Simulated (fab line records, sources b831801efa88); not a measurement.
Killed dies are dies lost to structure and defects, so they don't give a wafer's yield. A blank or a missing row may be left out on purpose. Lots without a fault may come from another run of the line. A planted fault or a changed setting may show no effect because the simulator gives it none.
A struck lot beside a sound one | flow sky130 | 33 steps out of a route of 708
Sound: wafers L604.1, L604.3, L604.6. Struck: wafers L596.2, L596.4, L596.5. The cause comes at the end.
At each step with rows: each side's tool, then ch and its chambers, then its first start. Under that, the readings that differ: sound wafers | struck wafers | difference of the means | sigmas: that difference in standard deviations of wafers without a fault.
alike: readings whose means differ by less than 2 such deviations, and words and numbers that are the same on both sides. not compared: withheld readings, readings that some wafer has no value for, bounds like >300 that may hide the same value, and numbers for which the record gives no deviation and whose values overlap.
The two part at a step that has a row with sigmas, a row that says differs or no value, or rows on one side only. Numbers that don't overlap but have no deviation are shown without sigmas and don't part them. A reading that every wafer of one side lacks parts them only if that side has two wafers or more.

first, 7 steps without rows for these wafers: SKY_SONOS_TUNNEL_DEVELOP_06 (develop time 60 s); SKY_SONOS_TUNNEL_IMPLANT_09; SKY_SONOS_TUNNEL_WET_ETCH_10 (etches SiO2 in dHF, target depth 14 nm, time 280 s); SKY_SONOS_TUNNEL_STRIP_11 (strips in SPM, time 600 s); SKY_SONOS_TUNNEL_CLEAN_13 (cleans in dHF, time 20 s); SKY_SONOS_ONO_OXIDATION_00 (stabilise 600 s, purge 300 s, target thk 2.6 nm); SKY_SONOS_ONO_CVD_02 (deposits Si3N4 from DCS/NH3, target thk 10.5 nm, time 180 s).
SKY_SONOS_ONO_CVD_04: deposits SiO2 from SiH4/N2O, target thk 5.7199 nm.
  sound on lpcvd-03 ch 0, day 18 09:12; struck on lpcvd-03 ch 0, day 15 19:43
  reading                                    | sound             | struck            | difference | sigmas
  spike_tc_bottom_C (C)                      | 921.8 921.3 920.3 | 931.0 931.4 931.6 | +10.2      | +11
  spike_tc_centre_C (C)                      | 900.7 897.8 898.3 | 909.0 909.5 909.3 | +10.3      | +11
  spike_tc_lower_C (C)                       | 897.4 898.6 897.6 | 910.0 910.7 910.6 | +12.6      | +10
  spike_tc_top_C (C)                         | 908.4 906.4 907.1 | 916.4 916.6 916.2 | +9.1       | +4
  spike_tc_upper_C (C)                       | 900.9 898.6 898.8 | 909.9 907.3 906.6 | +8.5       | +9
  susceptor_temp_C (C)                       | 899.8 900.1 899.6 | 910.1 910.1 910.2 | +10.3      | +29
  model.SiO2_of_SONOS_ONO_CVD_04.thk_nm (nm) | 5.549 5.559 5.617 | 6.645 6.801 6.762 | +1.161     |
SKY_SONOS_ONO_THK_MEAS_05:
  sound on film_metro-01, day 18 10:27; struck on film_metro-01, day 15 21:13
  reading                   | sound          | struck         | difference | sigmas
  SONOS_ONO_CVD_04_THK (nm) | 5.53 5.53 5.56 | 6.66 6.80 6.74 | +1.19      | +12
  not compared: hold
then, 22 steps without rows for these wafers: SKY_SONOS_ONO_HMDS_07 (prime time 60 s); SKY_SONOS_ONO_COAT_08 (resist thk 1140 nm); SKY_SONOS_ONO_SOFTBAKE_09 (time 60 s); SKY_SONOS_ONO_EXPOSE_10 (exposes mask ONOM, target cd 410 nm); SKY_SONOS_ONO_PEB_11; SKY_SONOS_ONO_DEVELOP_12 (develop time 60 s); SKY_SONOS_ONO_ETCH_15 (etches the open film in CHF3/O2, target depth 19.52 nm, time 7.8 s); SKY_SONOS_ONO_WET_ETCH_16 (etches SiO2 in dHF, target depth 14 nm, time 280 s); SKY_SONOS_ONO_STRIP_17 (strips in O2/N2); SKY_SONOS_ONO_WET_ETCH_18 (etches Si3N4 in H3PO4, target depth 15 nm, time 172 s); SKY_GATE_OXIDE_CLEAN_00 (cleans in SC1/SC2, time 150 s); SKY_GATE_OXIDE_OXIDATION_01 (stabilise 600 s, purge 300 s, target thk 10.268 nm); SKY_GATE_OXIDE_DEHYDRATE_03 (time 60 s); SKY_GATE_OXIDE_HMDS_04 (prime time 60 s); SKY_GATE_OXIDE_COAT_05 (resist thk 1140 nm); SKY_GATE_OXIDE_SOFTBAKE_06 (time 60 s); SKY_GATE_OXIDE_EXPOSE_07 (exposes mask LVOM, target cd 600 nm); SKY_GATE_OXIDE_PEB_08; SKY_GATE_OXIDE_DEVELOP_09 (develop time 60 s); SKY_GATE_OXIDE_IMPLANT_11; SKY_GATE_OXIDE_WET_ETCH_12 (etches SiO2 in dHF, target depth 16.8 nm, time 336 s); SKY_GATE_OXIDE_STRIP_13 (strips in O2/N2).
-- the record jumps here: 2 days lie between the struck wafers' starts before and after --
SKY_GATE_OXIDE_CLEAN_15: cleans in SC1/SC2, time 150 s.
  sound on wet_bench-02 ch 0, day 21 00:45; struck on wet_bench-02 ch 0, day 18 08:52
  reading                                    | sound             | struck            | difference | sigmas
  model.SiO2_of_SONOS_ONO_CVD_04.thk_nm (nm) | 4.044 4.061 4.111 | 5.122 5.275 5.244 | +1.142     |
-- the record jumps here: 31 days lie between the struck wafers' starts before and after (it left off in module GATE_OXIDE and takes up again in module PAD_OPEN, whose first step shown is number 708 of the route) --
SKY_PAD_OPEN_PROBE_99:
  sound on prober-01, day 50 10:58; struck on prober-02, day 49 00:10
  reading                                     | sound                | struck               | difference | sigmas
  killed_at_other                             | 0 0 0                | 1 1 1                | +1         | +2
  model.etest.sonos_erased.drive_ua_um        | 197.2 206.3 174.1    | 126.2 116.7 129.5    | -68.4      |
  model.etest.sonos_uncharged.r_on_ohm_um     | 805.4 814.3 807.1    | 833.3 856.4 847.5    | +36.8      |
  model.etest.cap_ono.gate_log10_a_cm2        | -7.646 -7.778 -7.839 | -9.139 -9.42 -9.403  | -1.566     |
  model.etest.sonos_programmed.off_log10_a_um | -13.94 -14.01 -13.96 | -12.81 -12.31 -11.8  | +1.66      |
  model.etest.cap_ono.gate_bv_v (V)           | 16.32 16.23 16.32    | 17.5 17.74 17.87     | +1.4       |
  model.etest.cap_ono.tox_acc_nm (nm)         | 12.7 12.75 12.75     | 13.86 14.04 14       | +1.23      |
  model.etest.sonos_programmed.vt_v (V)       | 1.54 1.534 1.49      | 0.9087 0.8281 0.8023 | -0.6750    |
  model.etest.sonos_erased.vt_v (V)           | -2.376 -2.349 -2.313 | -1.768 -1.652 -1.697 | +0.640     |
  alike: killed_at_M0_to_M3, killed_at_M4_up, killed_at_contacts, killed_at_front_end, killed_dies, killed_open, killed_short

WHERE THEY PART
First at SKY_SONOS_ONO_CVD_04; last, within this record, at SKY_PAD_OPEN_PROBE_99.

WHY: what the simulator had put in
Process parameter drift: lpcvd-03, from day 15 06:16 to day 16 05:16, at SKY_SONOS_ONO_CVD_04. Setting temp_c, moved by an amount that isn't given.
